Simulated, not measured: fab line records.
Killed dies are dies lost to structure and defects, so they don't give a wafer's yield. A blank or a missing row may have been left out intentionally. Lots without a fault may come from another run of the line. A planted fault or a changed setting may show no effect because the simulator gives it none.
The tool behind it: which one? ; flow sky130 ; 11 lots, 33 wafers sampled, at 3 steps of a route of 708

WHAT EACH GAUGE READ, for each wafer
SKY_NWELL_TW_MEAS_26. Usual: for NWELL_2_TW the level is 500 and the standard deviation is 3.2.
lot;measured;on;NWELL_2_TW;flag
L142;day 5 05:01;film metro-04;499 501 499;
L144;day 5 16:34;film metro-02;495 493 496;
L145;day 6 23:58;film metro-02;497 499 495;
L148;day 7 11:06;film metro-02;504 504 505;
L151;day 7 20:11;film metro-02;505 501 509;
L153;day 8 12:01;film metro-02;501 500 502;
L154;day 8 11:42;film metro-04;488 487 485;OFF
L155;day 8 16:58;film metro-03;491 490 488;OFF
L159;day 9 13:33;film metro-02;501 505 504;
L160;day 9 20:34;film metro-04;500 498 500;
L165;day 11 02:46;film metro-02;502 500 499;

TOOL THAT RAN EACH LOT (tool first, then ch and the chambers of the sampled wafers, then the start)
lot;SKY_FIELD_ISO_ETCH_17;SKY_NWELL_IMPLANT_24
L142;rie si-01 ch 1,2,3, day 2 05:46;implanter-03 ch 0, day 5 04:46
L144;rie si-01 ch 1,2, day 2 14:15;implanter-04 ch 0, day 5 16:19
L145;rie si-01 ch 0,1,3, day 2 20:53;implanter-01 ch 0, day 6 23:45
L148;rie si-01 ch 2,3, day 3 12:22;implanter-04 ch 0, day 7 10:51
L151;rie si-02 ch 0,1,2, day 4 05:07;implanter-01 ch 0, day 7 19:58
L153;rie si-01 ch 0,1, day 4 23:58;implanter-04 ch 0, day 8 11:46
L154;rie si-02 ch 0,1, day 5 00:11;implanter-01 ch 0, day 8 11:27
L155;rie si-01 ch 0,3, day 5 03:44;implanter-01 ch 0, day 8 16:43
L159;rie si-01 ch 1,2, day 5 21:10;implanter-04 ch 0, day 9 13:18
L160;rie si-01 ch 0,1,2, day 6 04:15;implanter-04 ch 0, day 9 20:19
L165;rie si-01 ch 0,2,3, day 7 05:59;implanter-01 ch 0, day 11 02:31
- SKY_FIELD_ISO_ETCH_17: etches Si in HBr/Cl2/O2, target depth 342 nm, time 97.7 s.
- SKY_NWELL_IMPLANT_24

AS READ BY THE TOOLS THEMSELVES (means over the sampled wafers that have a number; for cases with no such wafer, the mark the record gives instead)
SKY_FIELD_ISO_ETCH_17. Usual: bias w 150.1 W, standard deviation 0.47; drypump motor current A 5.7 A, standard deviation 0.44; oes product au 1.001 a.u., standard deviation 0.0092; throttle valve pct 25.656 %, standard deviation 0.012.
lot;tool;bias w (W);drypump motor current A (A);oes product au (a.u.);throttle valve pct (%);flag
L142;rie si-01;150.0;5.7;1.003;25.649;
L144;rie si-01;150.1;5.7;0.992;25.663;
L145;rie si-01;150.0;5.4;0.997;25.651;
L148;rie si-01;150.1;5.7;1.020;25.644;
L151;rie si-02;149.9;5.9;1.004;25.668;
L153;rie si-01;150.3;5.4;0.996;25.663;
L154;rie si-02;150.0;6.0;1.000;25.658;
L155;rie si-01;150.6;5.4;1.005;25.648;
L159;rie si-01;149.9;5.8;1.003;25.656;
L160;rie si-01;150.1;5.5;0.996;25.664;
L165;rie si-01;149.9;5.4;0.993;25.655;

SKY_NWELL_IMPLANT_24. Usual: 9.99 s for beam on s, sd 0.22.
lot;tool;beam on s (s);flag
L142;implanter-03;9.92;
L144;implanter-04;9.90;
L145;implanter-01;10.05;
L148;implanter-04;9.93;
L151;implanter-01;9.81;
L153;implanter-04;10.01;
L154;implanter-01;9.95;
L155;implanter-01;10.23;
L159;implanter-04;10.02;
L160;implanter-04;10.10;
L165;implanter-01;9.75;

THE ANSWER, worked out from the rows above alone
Rule: take the mean of a lot's wafers that have a number; if it is more than 3 standard deviations from the usual mean, the lot is off. A lot without any number at a reading at which 4 lots or more have one is off too. Where the step has rows for the other lots, those lots are counted as sound. The gauges are gone through in route order, then the tools' own readings, and for those a lot's mean is taken as printed above. The first step at which some lot is off is used, and at that step the reading that is off furthest; a lot without a number counts as furthest.
Off: L154, L155, seen at SKY_NWELL_TW_MEAS_26 (NWELL_2_TW).
If a tool, at a process step before that reading, ran all the lots that are off and no sound lot after the first of them, it fits. Those tools and the gauges at SKY_NWELL_TW_MEAS_26 are tried in the same way. None of those tried fits.

WHAT HAD BEEN PUT IN BY THE SIMULATOR
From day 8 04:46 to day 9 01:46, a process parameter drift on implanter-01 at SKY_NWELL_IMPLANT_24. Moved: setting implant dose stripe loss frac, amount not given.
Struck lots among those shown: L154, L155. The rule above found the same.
